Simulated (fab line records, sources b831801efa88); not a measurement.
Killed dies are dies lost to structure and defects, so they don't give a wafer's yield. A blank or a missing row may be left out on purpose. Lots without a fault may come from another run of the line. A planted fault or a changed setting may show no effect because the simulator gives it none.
fab line records | flow gf180mcu
record lots=5 wafers=15 last_day=34
route steps=602 shown V1@336 M2@362
lots that met no fault: from a run of the same line without faults
start_h: hours from the record's first day to the start of the lot's first wafer shown | wait_h: hours since the lot's step before | " the same as in the row above | L1.1+2: a row that stands for several wafers | - no value, or no start given | * or withheld: withheld | < > ~ a bound
route shown NAME@n: a module of which the file shows steps, and the number in the route of the first | usual: mean/standard deviation of fault-free wafers | same: alike in all rows | chamber/n: place in a boat | sites: the reading at each site | _std_site: their standard deviation | _edge_site: outer sites' mean less inner sites' | radius_mm: how far each site lies from the wafer's centre | mask NAME#n: copy n | behind: the tool/chamber that last shaped the wafer | hold: why the lot was held/for how many hours/how that ended | device: the transistor (n, p or np) that didn't switch | end of line: the same wafers' tests at the end of the route | a step without rows: its recipe alone | killed: dies lost to structure and defects at the first sort, not the wafer's yield | map: a wafer's dies, x killed, . not, _ none there
set.NAME: the setting as run; set.NAME@STEP: as run at that earlier step | model.NAME: the simulator's own value behind a step, which no gauge read
lots at some steps of the route; a table a step, a row a wafer
services: from which hour (start_h, from the record's first day; less than 0 if before it) a tool's chamber was out of use, for how many hours, and why
## steps
# step GF_V1_THK_MEAS_01
# recipe reads=SiO2_of_V1_CVD_00
# usual V1_CVD_00_THK=599/10
# columns lot.wafer tool chamber start_h wait_h V1_CVD_00_THK[nm]
L076.2 film_metro-03 - 404.12 0.0 580
L076.4 " - " " 589
L076.5 " - " " 595
L077.1 film_metro-03 - 419.65 0.0 603
L077.5 " - " " 602
L077.6 " - " " 605
L089.2 film_metro-03 - 519.15 0.0 606
L089.3 " - " " 601
L089.4 " - " " 605
L092.1 film_metro-03 - 543.73 0.0 585
L092.3 " - " " 587
L092.5 " - " " 588
L095.2 film_metro-04 - 573.93 0.0 591
L095.4 " - " " 604
L095.5 " - " " 590
# step GF_V1_CVD_02
# recipe material=SiO2 target_thk_nm=850 precursor=TEOS temp_c=400 time_s=94.851 rf_w=600
# usual heater_power_w=645/100 susceptor_temp_C=400.01/0.24
# columns lot.wafer tool chamber start_h wait_h heater_power_w susceptor_temp_C
L076.2 pecvd-03 1 404.17 0.0 683 400.05
L076.4 " 0 " " 850 400.23
L076.5 " 2 " " 582 400.55
L077.1 pecvd-04 2 419.71 0.1 623 400.06
L077.5 " 1 " " 623 400.39
L077.6 " 0 " " 642 400.06
L089.2 pecvd-02 0 519.20 0.0 690 400.09
L089.3 " 0 " " 753 400.28
L089.4 " 2 " " 457 400.37
L092.1 pecvd-02 0 543.79 0.1 752 399.88
L092.3 " 2 " " 511 399.92
L092.5 " 2 " " 550 400.00
L095.2 pecvd-04 2 573.98 0.0 626 399.69
L095.4 " 2 " " 520 399.88
L095.5 " 0 " " 615 399.81
# step GF_V1_THK_MEAS_03
# recipe reads=SiO2_of_V1_CVD_02
# usual V1_CVD_02_THK=852/11
# columns lot.wafer tool chamber start_h wait_h V1_CVD_02_THK[nm]
L076.2 film_metro-01 - 404.24 0.0 830
L076.4 " - " " 864
L076.5 " - " " 851
L077.1 film_metro-04 - 419.78 0.0 858
L077.5 " - " " 864
L077.6 " - " " 855
L089.2 film_metro-01 - 519.31 0.1 853
L089.3 " - " " 862
L089.4 " - " " 867
L092.1 film_metro-01 - 543.86 0.0 846
L092.3 " - " " 856
L092.5 " - " " 868
L095.2 film_metro-03 - 574.05 0.0 842
L095.4 " - " " 849
L095.5 " - " " 849
# step GF_V1_CMP_04
# recipe material=SiO2 down_force_psi=4 platen_rpm=60 pad_velocity_m_s=0.94248
# usual motor_current_A=11.8/1.9 time_to_endpoint_s=81/5.4
# columns lot.wafer tool chamber start_h wait_h motor_current_A time_to_endpoint_s
L076.2 cmp-02 1 404.68 0.4 16.1 72
L076.4 " 2 " " 13.3 88
L076.5 " 1 " " 16.0 80
L077.1 cmp-01 1 419.90 0.1 10.1 78
L077.6 " 0 " " 9.6 82
L077.5 " 1 " " 10.0 76
L089.3 cmp-01 2 519.36 0.0 12.5 85
L089.2 " 3 " " 11.5 83
L089.4 " 1 " " 10.8 82
L092.3 cmp-01 2 543.97 0.1 12.7 82
L092.1 " 0 " " 9.5 82
L092.5 " 1 " " 10.4 83
L095.2 cmp-01 3 574.10 0.0 12.1 78
L095.4 " 1 " " 10.6 78
L095.5 " 0 " " 9.8 83
# step GF_V1_BOW_MEAS_05
# recipe mode=bow
# usual V1_BOW=83/7.3
# columns lot.wafer tool chamber start_h wait_h V1_BOW[um]
L076.2 film_metro-03 - 404.95 0.2 77
L076.4 " - " " 83
L076.5 " - " " 91
L077.1 film_metro-03 - 420.15 0.2 84
L077.5 " - " " 84
L077.6 " - " " 84
L089.2 film_metro-04 - 519.68 0.2 80
L089.3 " - " " 90
L089.4 " - " " 78
L092.1 film_metro-01 - 544.22 0.1 80
L092.3 " - " " 75
L092.5 " - " " 73
L095.2 film_metro-04 - 574.48 0.3 85
L095.4 " - " " 88
L095.5 " - " " 86
# step GF_V1_DEHYDRATE_06
# recipe temp_c=200 time_s=60
# usual resist_line_temp_C=23.00/0.094
# columns lot.wafer tool chamber start_h wait_h resist_line_temp_C
L076.2 litho_track-04 0 415.67 10.7 23.09
L076.4 " 0 " " 22.96
L076.5 " 0 " " 23.03
L077.1 litho_track-01 0 432.10 11.9 22.95
L077.5 " 0 " " 22.99
L077.6 " 0 " " 22.96
L089.2 litho_track-03 0 529.57 9.9 23.14
L089.3 " 0 " " 22.99
L089.4 " 0 " " 23.06
L092.1 litho_track-03 0 553.85 9.6 22.97
L092.3 " 0 " " 22.96
L092.5 " 0 " " 23.07
L095.2 litho_track-04 0 584.07 9.6 22.84
L095.4 " 0 " " 23.07
L095.5 " 0 " " 23.01
# step GF_V1_HMDS_07
# recipe prime_time_s=60 prime_temp_c=120
# usual resist_line_temp_C=22.99/0.11
# columns lot.wafer tool chamber start_h wait_h resist_line_temp_C
L076.2 litho_track-04 0 415.82 0.1 22.96
L076.4 " 0 " " 22.86
L076.5 " 0 " " 22.76
L077.1 litho_track-01 0 432.25 0.1 22.93
L077.5 " 0 " " 23.16
L077.6 " 0 " " 23.18
L089.2 litho_track-03 0 529.72 0.1 22.98
L089.3 " 0 " " 23.04
L089.4 " 0 " " 22.97
L092.1 litho_track-03 0 554.00 0.1 22.86
L092.3 " 0 " " 22.96
L092.5 " 0 " " 22.85
L095.2 litho_track-04 0 584.22 0.1 23.23
L095.4 " 0 " " 23.25
L095.5 " 0 " " 22.99
# step GF_V1_COAT_08
# recipe resist=BARC temp_c=withheld time_s=withheld spin_rpm=withheld resist_thk_nm=withheld
# usual resist_line_temp_C=*
# columns lot.wafer tool chamber start_h wait_h resist_line_temp_C
L076.2 litho_track-04 0 415.97 0.1 *
L076.4 " 0 " " *
L076.5 " 0 " " *
L077.1 litho_track-01 0 432.40 0.1 *
L077.5 " 0 " " *
L077.6 " 0 " " *
L089.2 litho_track-03 0 529.87 0.1 *
L089.3 " 0 " " *
L089.4 " 0 " " *
L092.1 litho_track-03 0 554.15 0.1 *
L092.3 " 0 " " *
L092.5 " 0 " " *
L095.2 litho_track-04 0 584.37 0.1 *
L095.4 " 0 " " *
L095.5 " 0 " " *
# step GF_V1_COAT_09
# recipe resist=KrF spin_rpm=withheld resist_thk_nm=1000
# usual resist_line_temp_C=22.98/0.1
# columns lot.wafer tool chamber start_h wait_h resist_line_temp_C
L076.2 litho_track-04 0 - - 23.06
L076.4 " 0 " " 23.01
L076.5 " 0 " " 23.05
L077.1 litho_track-01 0 - - 23.18
L077.5 " 0 " " 23.04
L077.6 " 0 " " 23.12
L089.2 litho_track-03 0 - - 22.97
L089.3 " 0 " " 23.13
L089.4 " 0 " " 23.01
L092.1 litho_track-03 0 - - 22.89
L092.3 " 0 " " 22.90
L092.5 " 0 " " 23.02
L095.2 litho_track-04 0 - - 22.97
L095.4 " 0 " " 23.14
L095.5 " 0 " " 23.05
# step GF_V1_SOFTBAKE_10
# recipe temp_c=130 time_s=60 resist=KrF
# usual resist_line_temp_C=23.00/0.1
# columns lot.wafer tool chamber start_h wait_h resist_line_temp_C
L076.2 litho_track-04 0 - - 23.04
L076.4 " 0 " " 23.06
L076.5 " 0 " " 22.99
L077.1 litho_track-01 0 - - 23.14
L077.5 " 0 " " 23.17
L077.6 " 0 " " 23.10
L089.2 litho_track-03 0 - - 23.15
L089.3 " 0 " " 23.04
L089.4 " 0 " " 23.11
L092.1 litho_track-03 0 - - 23.06
L092.3 " 0 " " 23.10
L092.5 " 0 " " 22.97
L095.2 litho_track-04 0 - - 22.84
L095.4 " 0 " " 22.88
L095.5 " 0 " " 22.89
# step GF_V1_EXPOSE_11
# recipe mask_id=Via1 target_cd_nm=260 na=0.68 source_shape=conventional sigma_outer=0.6 dose_mj=38
# same sigma_outer=0.6
# columns lot.wafer tool chamber start_h wait_h mask
L076.2+4+5 krf_scanner-02 0 - - Via1#0
L077.1+5+6 krf_scanner-01 0 - - Via1#0
L089.2+3+4 krf_scanner-01 0 - - Via1#0
L092.1+3+5 krf_scanner-02 0 - - Via1#0
L095.2+4+5 krf_scanner-02 0 - - Via1#0
# step GF_V1_PEB_12
# recipe peb_temp_c=135 peb_time_s=92.08 resist=KrF
# usual plate_sensor_t_centre_C=136.13/0.0098 plate_sensor_t_edge_C=136.29/0.0098 resist_line_temp_C=23.01/0.11
# columns lot.wafer tool chamber start_h wait_h plate_sensor_t_centre_C plate_sensor_t_edge_C resist_line_temp_C
L076.2 litho_track-03 0 - - 136.13 136.31 23.09
L076.4 " 0 " " 136.13 136.3 23.11
L076.5 " 0 " " 136.12 136.27 22.95
L077.1 litho_track-03 0 - - 136.14 136.3 22.92
L077.5 " 0 " " 136.12 136.3 22.89
L077.6 " 0 " " 136.13 136.29 23.03
L089.2 litho_track-04 0 - - 136.12 136.29 23.03
L089.3 " 0 " " 136.13 136.29 23.07
L089.4 " 0 " " 136.12 136.29 22.84
L092.1 litho_track-03 0 - - 136.13 136.3 22.90
L092.3 " 0 " " 136.12 136.29 22.86
L092.5 " 0 " " 136.1 136.3 22.86
L095.2 litho_track-01 0 - - 136.12 136.3 23.00
L095.4 " 0 " " 136.13 136.31 22.99
L095.5 " 0 " " 136.12 136.28 23.08
# step GF_V1_DEVELOP_13
# recipe develop_time_s=60 resist=KrF dev_temp_c=21
# usual resist_line_temp_C=22.98/0.092
# columns lot.wafer tool chamber start_h wait_h resist_line_temp_C
L076.2 litho_track-03 0 428.57 0.2 22.97
L076.4 " 0 " " 22.92
L076.5 " 0 " " 22.95
L077.1 litho_track-03 0 445.20 0.2 23.14
L077.5 " 0 " " 22.89
L077.6 " 0 " " 22.86
L089.2 litho_track-04 0 541.87 0.2 22.99
L089.3 " 0 " " 23.13
L089.4 " 0 " " 22.96
L092.1 litho_track-03 0 566.20 0.2 22.95
L092.3 " 0 " " 23.18
L092.5 " 0 " " 22.83
L095.2 litho_track-01 0 595.07 0.2 23.01
L095.4 " 0 " " 23.08
L095.5 " 0 " " 23.14
# step GF_V1_CD_MEAS_14
# recipe target_cd_nm=260
# usual cd_nm=260.4/1.1
# columns lot.wafer tool chamber start_h wait_h cd_nm
L076.2 cd_sem-01 - 428.72 0.1 260.7
L076.4 " - " " 259.9
L076.5 " - " " 259.6
L077.1 cd_sem-02 - 445.35 0.1 260.9
L077.5 " - " " 260.0
L077.6 " - " " 260.8
L089.2 cd_sem-01 - 542.01 0.1 261.9
L089.3 " - " " 261.5
L089.4 " - " " 261.8
L092.1 cd_sem-02 - 566.35 0.1 260.9
L092.3 " - " " 260.1
L092.5 " - " " 260.4
L095.2 cd_sem-01 - 595.22 0.1 261.2
L095.4 " - " " 260.8
L095.5 " - " " 262.2
# step GF_V1_OVL_MEAS_15
# usual V1_OVL=3/6.1
# columns lot.wafer tool chamber start_h wait_h V1_OVL[nm]
L076.2 overlay-02 - 428.82 0.1 0
L076.4 " - " " 0
L076.5 " - " " 4
L077.1 overlay-01 - 445.47 0.1 1
L077.5 " - " " -3
L077.6 " - " " -2
L089.2 overlay-01 - 542.12 0.1 10
L089.3 " - " " 5
L089.4 " - " " 2
L092.1 overlay-01 - 566.47 0.1 4
L092.3 " - " " 3
L092.5 " - " " 8
L095.2 overlay-02 - 595.32 0.1 0
L095.4 " - " " -10
L095.5 " - " " -3
# step GF_V1_ETCH_16
# recipe chemistry=N2/H2 target_depth_a=withheld overetch_a=withheld time_s=withheld target=BARC ion_energy_ev=200 source_w=500 bias_w=100 pressure_mtorr=30 n2_flow_sccm=100 h2_flow_sccm=200
# usual drypump_motor_current_A=5.9/0.41 oes_product_au=0.855/0.0046 throttle_valve_pct=13.225/0.0093
# columns lot.wafer tool chamber start_h wait_h drypump_motor_current_A oes_product_au throttle_valve_pct
L076.2 rie_diel-02 3 428.85 0.0 5.5 0.853 13.255
L076.4 " 2 " " 6.0 0.861 13.219
L076.5 " 3 " " 5.5 0.858 13.215
L077.1 rie_diel-01 3 445.50 0.0 5.8 0.859 13.224
L077.5 " 0 " " 6.4 0.858 13.224
L077.6 " 1 " " 5.4 0.853 13.223
L089.2 rie_diel-02 2 542.15 0.0 5.9 0.854 13.238
L089.3 " 0 " " 6.2 0.852 13.224
L089.4 " 3 " " 5.5 0.869 13.229
L092.1 rie_diel-02 2 566.50 0.0 5.9 0.855 13.223
L092.3 " 3 " " 5.5 0.853 13.208
L092.5 " 1 " " 5.3 0.853 13.223
L095.2 rie_diel-01 2 595.35 0.0 5.4 0.862 13.225
L095.4 " 0 " " 6.4 0.857 13.231
L095.5 " 1 " " 5.4 0.850 13.224
# step GF_V1_ETCH_17
# recipe chemistry=C4F8/O2/Ar mask_material=KrF target=SiO2 stop_on=TiN source_w=1500 bias_w=1200 pressure_mtorr=40 c4f8_flow_sccm=withheld O2_flow_sccm=6 Ar_flow_sccm=300 time_s=withheld target_depth_a=6300
# usual oes_product_au=0.855/0.0045
# columns lot.wafer tool chamber start_h wait_h oes_product_au
L076.2 rie_diel-02 3 - - 0.855
L076.4 " 2 " " 0.849
L076.5 " 3 " " 0.852
L077.1 rie_diel-01 3 - - 0.850
L077.5 " 0 " " 0.857
L077.6 " 1 " " 0.860
L089.2 rie_diel-02 2 - - 0.863
L089.3 " 0 " " 0.857
L089.4 " 3 " " 0.854
L092.1 rie_diel-02 2 - - 0.860
L092.3 " 3 " " 0.859
L092.5 " 1 " " 0.855
L095.2 rie_diel-01 2 - - 0.852
L095.4 " 0 " " 0.855
L095.5 " 1 " " 0.860
# step GF_V1_STRIP_18
# recipe chemistry=O2/N2 power_w=1400 pressure_mtorr=1500 platen_temp_c=250 o2_flow_sccm=3000 n2_flow_sccm=300 overash_fraction=0.5
# usual drypump_motor_current_A=5.5/0.33 heater_power_w=319/15 oes_product_au=0.593/0.0051
# columns lot.wafer tool chamber start_h wait_h drypump_motor_current_A heater_power_w oes_product_au rf_hours_counter_h
L076.2 plasma_asher-01 1 428.98 - 5.6 311 0.598 66
L076.4 " 0 " " 5.4 323 0.594 -
L076.5 " 1 " " 5.6 309 0.599 -
L077.1 plasma_asher-01 1 445.63 - 5.6 328 0.598 67
L077.5 " 0 " " 5.4 325 0.577 -
L077.6 " 1 " " 5.6 325 0.589 -
L089.2 plasma_asher-03 1 542.28 - 5.6 289 0.584 42
L089.3 " 1 " " 5.6 285 0.598 -
L089.4 " 0 " " 5.7 314 0.596 -
L092.1 plasma_asher-02 0 566.63 - 6.0 330 0.597 14
L092.3 " 0 " " 6.0 325 0.592 -
L092.5 " 0 " " 6.0 322 0.591 -
L095.2 plasma_asher-01 0 595.48 - 5.4 328 0.591 83
L095.4 " 1 " " 5.6 315 0.599 -
L095.5 " 0 " " 5.4 326 0.587 -
# step GF_V1_STRIP_19
# recipe chemistry=post_etch_residue_remover time_s=1200 temp_c=72.5
# usual bath_heat_duty_pct=14.9/1.7
# columns lot.wafer tool chamber start_h wait_h bath_heat_duty_pct
L076.2 wet_bench-02 1 429.08 0.1 15.5
L076.4 " 1 " " 16.4
L076.5 " 1 " " 17.8
L077.1 wet_bench-02 3 445.73 0.1 15.2
L077.5 " 3 " " 14.9
L077.6 " 3 " " 14.4
L089.2 wet_bench-02 0 542.38 0.1 12.8
L089.3 " 0 " " 13.3
L089.4 " 0 " " 12.0
L092.1 wet_bench-02 1 566.73 0.1 16.8
L092.3 " 1 " " 15.8
L092.5 " 1 " " 16.6
L095.2 wet_bench-03 1 595.58 0.1 18.5
L095.4 " 1 " " 18.7
L095.5 " 1 " " 18.7
# step GF_V1_CLEAN_20
# recipe chemistry=DIW dry=n2_spin
# columns lot.wafer tool chamber start_h wait_h
L076.2+4+5 wet_bench-01 1 429.42 0.0
L077.1+5+6 wet_bench-01 3 446.14 0.0
L089.2+3+4 wet_bench-01 1 542.72 0.0
L092.1+3+5 wet_bench-03 1 567.07 0.0
L095.2+4+5 wet_bench-02 2 595.95 0.0
# step GF_V1_SPUTTER_21
# recipe material=Ti target_thk_nm=15 chamber_pressure_pa=5 power_w=2500 substrate_temp_c=200 time_s=80.02
# usual chamber_pressure_pa=5.000/0.011 throttle_valve_pct=29.8/1.2
# columns lot.wafer tool chamber start_h wait_h chamber_pressure_pa throttle_valve_pct
L076.2 pvd_sputter-01 - 429.52 0.0 5.015 29.4
L076.4 " - " " 4.990 30.9
L076.5 " - " " 4.999 29.9
L077.1 pvd_sputter-01 - 446.23 0.0 4.995 29.5
L077.5 " - " " 4.985 29.8
L077.6 " - " " 5.001 29.4
L089.2 pvd_sputter-01 - 542.82 0.0 5.006 29.5
L089.3 " - " " 4.995 31.1
L089.4 " - " " 5.006 29.9
L092.1 pvd_sputter-01 - 567.17 0.0 5.010 29.8
L092.3 " - " " 4.991 29.7
L092.5 " - " " 5.003 30.8
L095.2 pvd_sputter-04 - 596.05 0.0 5.001 31.6
L095.4 " - " " 4.994 32.2
L095.5 " - " " 4.992 28.8
# step GF_V1_SPUTTER_22
# recipe material=TiN target_thk_nm=10 chamber_pressure_pa=5 power_w=4000 time_s=40
# usual chamber_pressure_pa=4.999/0.0098 throttle_valve_pct=29.7/1.2
# columns lot.wafer tool chamber start_h wait_h chamber_pressure_pa throttle_valve_pct
L076.2 pvd_sputter-01 - 429.58 0.0 5.001 29.5
L076.4 " - " " 5.005 31.1
L076.5 " - " " 5.000 29.7
L077.1 pvd_sputter-01 - 446.29 0.0 4.991 29.4
L077.5 " - " " 4.990 30.0
L077.6 " - " " 4.993 29.4
L089.2 pvd_sputter-01 - 542.88 0.0 5.003 29.5
L089.3 " - " " 4.978 31.1
L089.4 " - " " 4.988 29.9
L092.1 pvd_sputter-01 - 567.23 0.0 4.998 30.0
L092.3 " - " " 4.998 30.0
L092.5 " - " " 4.990 31.0
L095.2 pvd_sputter-04 - 596.12 0.0 5.003 31.6
L095.4 " - " " 4.993 31.9
L095.5 " - " " 4.998 29.1
# step GF_V1_CVD_23
# recipe material=W target_thk_nm=350 time_s=105.05 temp_c=400 pressure_torr=40
# usual heater_power_w=868/50 susceptor_temp_C=400.01/0.2
# columns lot.wafer tool chamber start_h wait_h heater_power_w susceptor_temp_C
L076.2 cvd_w-01 0 429.62 0.0 811 399.79
L076.4 " 0 " " 831 400.05
L076.5 " 1 " " 952 399.77
L077.1 cvd_w-02 1 446.33 0.0 826 399.84
L077.5 " 1 " " 832 399.81
L077.6 " 0 " " 877 400.01
L089.2 cvd_w-02 0 542.92 0.0 869 399.97
L089.3 " 1 " " 835 400.08
L089.4 " 0 " " 884 399.84
L092.1 cvd_w-01 0 567.27 0.0 826 399.95
L092.3 " 0 " " 831 399.94
L092.5 " 0 " " 830 399.77
L095.2 cvd_w-02 1 596.15 0.0 830 400.47
L095.4 " 1 " " 831 400.10
L095.5 " 1 " " 854 400.09
# step GF_V1_RS_MEAS_24
# recipe thk_meas_gauge=four-point-probe reads=W_of_V1_CVD_23+TiN_of_V1_SPUTTER_22+Ti_of_V1_SPUTTER_21
# usual V1_W_RS=0.325/0.0047
# columns lot.wafer tool chamber start_h wait_h V1_W_RS[ohm/sq]
L076.2 film_metro-04 - 429.76 0.1 0.324
L076.4 " - " " 0.319
L076.5 " - " " 0.329
L077.1 film_metro-04 - 446.44 0.1 0.326
L077.5 " - " " 0.322
L077.6 " - " " 0.327
L089.2 film_metro-04 - 543.05 0.1 0.330
L089.3 " - " " 0.328
L089.4 " - " " 0.327
L092.1 film_metro-01 - 567.38 0.1 0.316
L092.3 " - " " 0.319
L092.5 " - " " 0.321
L095.2 film_metro-03 - 596.29 0.1 0.323
L095.4 " - " " 0.327
L095.5 " - " " 0.324
# step GF_V1_THK_MEAS_25
# recipe thk_meas_gauge=xrf reads=W_of_V1_CVD_23
# usual V1_W_THK=351/6
# columns lot.wafer tool chamber start_h wait_h V1_W_THK[nm]
L076.2 film_metro-04 - 429.87 0.1 354
L076.4 " - " " 359
L076.5 " - " " 350
L077.1 film_metro-04 - 446.56 0.1 347
L077.5 " - " " 351
L077.6 " - " " 348
L089.2 film_metro-04 - 543.16 0.1 345
L089.3 " - " " 348
L089.4 " - " " 348
L092.1 film_metro-01 - 567.50 0.1 367
L092.3 " - " " 364
L092.5 " - " " 361
L095.2 film_metro-03 - 596.40 0.1 351
L095.4 " - " " 348
L095.5 " - " " 348
# step GF_V1_CMP_26
# recipe stop_on=SiO2 down_force_psi=3.5 platen_rpm=60 t_overpolish_s=15 target_thk_nm=0 pad_velocity_m_s=0.94248
# usual motor_current_A=11.2/1.8 overpolish_run_s=14.999/0.0086 time_to_endpoint_s=84/4
# columns lot.wafer tool chamber start_h wait_h motor_current_A overpolish_run_s time_to_endpoint_s
L076.2 cmp-02 2 429.92 0.0 12.1 14.995 86
L076.4 " 3 " " 9.8 15.004 85
L076.5 " 3 " " 9.8 14.999 80
L077.1 cmp-01 0 446.67 0.1 8.6 15.021 87
L077.5 " 3 " " 10.7 14.992 84
L077.6 " 0 " " 9.1 15.013 86
L089.3 cmp-01 3 543.21 0.0 9.8 15.005 83
L089.2 " 1 " " 9.6 15.011 74
L089.4 " 2 " " 11.1 15.013 80
L092.1 cmp-01 1 567.56 0.1 9.5 15.004 83
L092.3 " 3 " " 10.4 15.005 91
L092.5 " 2 " " 12.0 14.982 87
L095.4 cmp-02 0 596.45 0.0 11.7 14.998 82
L095.2 " 2 " " 12.0 14.985 83
L095.5 " 0 " " 11.3 14.997 78
# step GF_M2_SPUTTER_00
# recipe material=Ti target_thk_nm=37.5 arriving_ion_energy_ev=80 substrate_temp_c=200 chamber_pressure_pa=2 power_w=4000 time_s=150
# usual chamber_pressure_pa=2.000/0.004 throttle_valve_pct=30.3/1.6
# columns lot.wafer tool chamber start_h wait_h chamber_pressure_pa throttle_valve_pct
L076.2 pvd_sputter-03 - 430.22 0.2 1.999 33.2
L076.4 " - " " 1.996 30.6
L076.5 " - " " 1.997 28.6
L077.1 pvd_sputter-02 - 446.92 0.2 2.000 27.7
L077.5 " - " " 1.999 28.0
L077.6 " - " " 1.997 29.7
L089.2 pvd_sputter-03 - 543.51 0.1 1.996 28.7
L089.3 " - " " 1.994 30.6
L089.4 " - " " 2.001 33.3
L092.1 pvd_sputter-04 - 567.86 0.2 1.996 31.4
L092.3 " - " " 1.999 28.2
L092.5 " - " " 2.002 28.2
L095.2 pvd_sputter-03 - 596.77 0.2 1.995 28.9
L095.4 " - " " 1.996 30.5
L095.5 " - " " 2.002 33.1
# step GF_M2_SPUTTER_01
# recipe material=TiN target_thk_nm=30 power_w=6500 time_s=25 chamber_pressure_pa=0.4
# usual chamber_pressure_pa=0.4000/0.00086 throttle_valve_pct=30.3/1.6
# columns lot.wafer tool chamber start_h wait_h chamber_pressure_pa throttle_valve_pct
L076.2 pvd_sputter-03 - 430.32 0.1 0.3983 33.1
L076.4 " - " " 0.4005 30.5
L076.5 " - " " 0.3983 29.0
L077.1 pvd_sputter-02 - 447.02 0.1 0.3997 27.7
L077.5 " - " " 0.3995 27.9
L077.6 " - " " 0.4005 29.9
L089.2 pvd_sputter-03 - 543.61 0.1 0.4006 28.5
L089.3 " - " " 0.3997 30.9
L089.4 " - " " 0.4005 33.4
L092.1 pvd_sputter-04 - 567.96 0.1 0.3983 31.5
L092.3 " - " " 0.4007 28.3
L092.5 " - " " 0.4019 28.1
L095.2 pvd_sputter-03 - 596.87 0.1 0.3996 28.9
L095.4 " - " " 0.3982 30.5
L095.5 " - " " 0.3998 33.4
# step GF_M2_SPUTTER_02
# recipe material=AlCu target_thk_nm=450 power_w=10600 time_s=23.9 chamber_pressure_pa=0.4
# usual chamber_pressure_pa=0.3999/0.00077 throttle_valve_pct=30.3/1.6
# columns lot.wafer tool chamber start_h wait_h chamber_pressure_pa throttle_valve_pct
L076.2 pvd_sputter-03 - 430.35 0.0 0.4002 33.2
L076.4 " - " " 0.3989 30.5
L076.5 " - " " 0.4002 28.7
L077.1 pvd_sputter-02 - 447.05 0.0 0.4014 27.6
L077.5 " - " " 0.4020 27.7
L077.6 " - " " 0.4006 29.9
L089.2 pvd_sputter-03 - 543.64 0.0 0.4002 28.7
L089.3 " - " " 0.4000 30.9
L089.4 " - " " 0.4002 33.1
L092.1 pvd_sputter-04 - 567.99 0.0 0.3992 31.4
L092.3 " - " " 0.3993 28.4
L092.5 " - " " 0.3990 28.0
L095.2 pvd_sputter-03 - 596.90 0.0 0.3999 28.6
L095.4 " - " " 0.4004 30.7
L095.5 " - " " 0.4010 33.1
# step GF_M2_SPUTTER_03
# recipe material=Ti target_thk_nm=10 substrate_temp_c=300 chamber_pressure_pa=0.3 power_w=3000 time_s=6.7
# usual chamber_pressure_pa=0.3000/0.00074 throttle_valve_pct=30.3/1.6
# columns lot.wafer tool chamber start_h wait_h chamber_pressure_pa throttle_valve_pct
L076.2 pvd_sputter-03 - 430.38 0.0 0.3002 33.1
L076.4 " - " " 0.2997 30.6
L076.5 " - " " 0.2995 28.6
L077.1 pvd_sputter-02 - 447.08 0.0 0.2999 27.8
L077.5 " - " " 0.3005 27.9
L077.6 " - " " 0.2985 29.9
L089.2 pvd_sputter-03 - 543.67 0.0 0.2999 29.0
L089.3 " - " " 0.2990 30.8
L089.4 " - " " 0.3000 33.1
L092.1 pvd_sputter-04 - 568.02 0.0 0.2992 31.6
L092.3 " - " " 0.3010 28.2
L092.5 " - " " 0.3003 28.1
L095.2 pvd_sputter-03 - 596.93 0.0 0.3003 28.8
L095.4 " - " " 0.3002 30.8
L095.5 " - " " 0.2998 33.0
# step GF_M2_SPUTTER_04
# recipe material=TiN target_thk_nm=50 power_w=6500 time_s=41.7 chamber_pressure_pa=0.4
# usual chamber_pressure_pa=0.4000/0.00078 throttle_valve_pct=30.3/1.6
# columns lot.wafer tool chamber start_h wait_h chamber_pressure_pa throttle_valve_pct
L076.2 pvd_sputter-03 - 430.40 0.0 0.4005 33.2
L076.4 " - " " 0.4011 30.7
L076.5 " - " " 0.3997 29.0
L077.1 pvd_sputter-02 - 447.10 0.0 0.4002 27.8
L077.5 " - " " 0.3994 27.7
L077.6 " - " " 0.3989 29.7
L089.2 pvd_sputter-03 - 543.69 0.0 0.4002 28.9
L089.3 " - " " 0.4001 30.9
L089.4 " - " " 0.3998 33.1
L092.1 pvd_sputter-04 - 568.05 0.0 0.4011 31.3
L092.3 " - " " 0.4000 28.3
L092.5 " - " " 0.3998 28.2
L095.2 pvd_sputter-03 - 596.95 0.0 0.3994 28.8
L095.4 " - " " 0.3998 30.6
L095.5 " - " " 0.4006 33.4
# step GF_M2_RS_MEAS_05
# recipe thk_meas_gauge=four-point-probe reads=TiN_of_M2_SPUTTER_04+Ti_of_M2_SPUTTER_03+AlCu_of_M2_SPUTTER_02+TiN_of_M2_SPUTTER_01+Ti_of_M2_SPUTTER_00
# usual M2_ALCU_RS=0.0698/0.00087
# columns lot.wafer tool chamber start_h wait_h M2_ALCU_RS[ohm/sq]
L076.2 film_metro-02 - 430.46 0.0 0.0700
L076.4 " - " " 0.0721
L076.5 " - " " 0.0709
L077.1 film_metro-01 - 447.14 0.0 0.0690
L077.5 " - " " 0.0696
L077.6 " - " " 0.0703
L089.2 film_metro-02 - 543.75 0.0 0.0695
L089.3 " - " " 0.0700
L089.4 " - " " 0.0697
L092.1 film_metro-01 - 568.08 0.0 0.0702
L092.3 " - " " 0.0702
L092.5 " - " " 0.0704
L095.2 film_metro-02 - 597.01 0.0 0.0694
L095.4 " - " " 0.0719
L095.5 " - " " 0.0697
# step GF_M2_THK_MEAS_06
# recipe thk_meas_gauge=xrf reads=AlCu_of_M2_SPUTTER_02
# usual M2_ALCU_THK=436/5.8
# columns lot.wafer tool chamber start_h wait_h M2_ALCU_THK[nm]
L076.2 film_metro-02 - 430.57 0.1 432
L076.4 " - " " 421
L076.5 " - " " 426
L077.1 film_metro-01 - 447.26 0.1 440
L077.5 " - " " 437
L077.6 " - " " 432
L089.2 film_metro-02 - 543.86 0.1 435
L089.3 " - " " 433
L089.4 " - " " 436
L092.1 film_metro-01 - 568.20 0.1 433
L092.3 " - " " 431
L092.5 " - " " 430
L095.2 film_metro-02 - 597.12 0.1 441
L095.4 " - " " 423
L095.5 " - " " 438
## services
# columns tool chamber start_h hours kind
cmp-02 - 385.64 2.4 repair
krf_scanner-02 - 400.98 0.4 repair
cmp-01 - 404.00 4.0 pm
rie_diel-01 1 427.39 6.7 repair
krf_scanner-02 - 437.27 4.7 repair
pvd_sputter-03 - 446.41 2.7 repair
pvd_sputter-01 - 447.01 5.3 repair
cmp-02 - 458.54 6.2 pm
krf_scanner-02 - 461.89 1.3 pm
krf_scanner-02 - 463.73 1.0 pm
cmp-02 - 468.47 0.3 repair
cvd_w-02 1 471.12 6.8 repair
cmp-01 - 473.33 5.8 repair
cmp-01 - 479.11 12.1 pm
wet_bench-02 - 483.42 1.6 repair
rie_diel-01 3 529.92 17.3 repair
rie_diel-01 - 564.63 0.9 repair
rie_diel-02 - 565.33 0.5 repair
wet_bench-02 - 571.54 1.8 repair
rie_diel-01 2 574.35 7.9 repair
rie_diel-01 - 576.40 0.5 repair
rie_diel-02 1 582.64 5.6 repair
rie_diel-02 3 583.86 10.8 repair
cmp-01 - 593.93 6.0 pm
## key
fault none
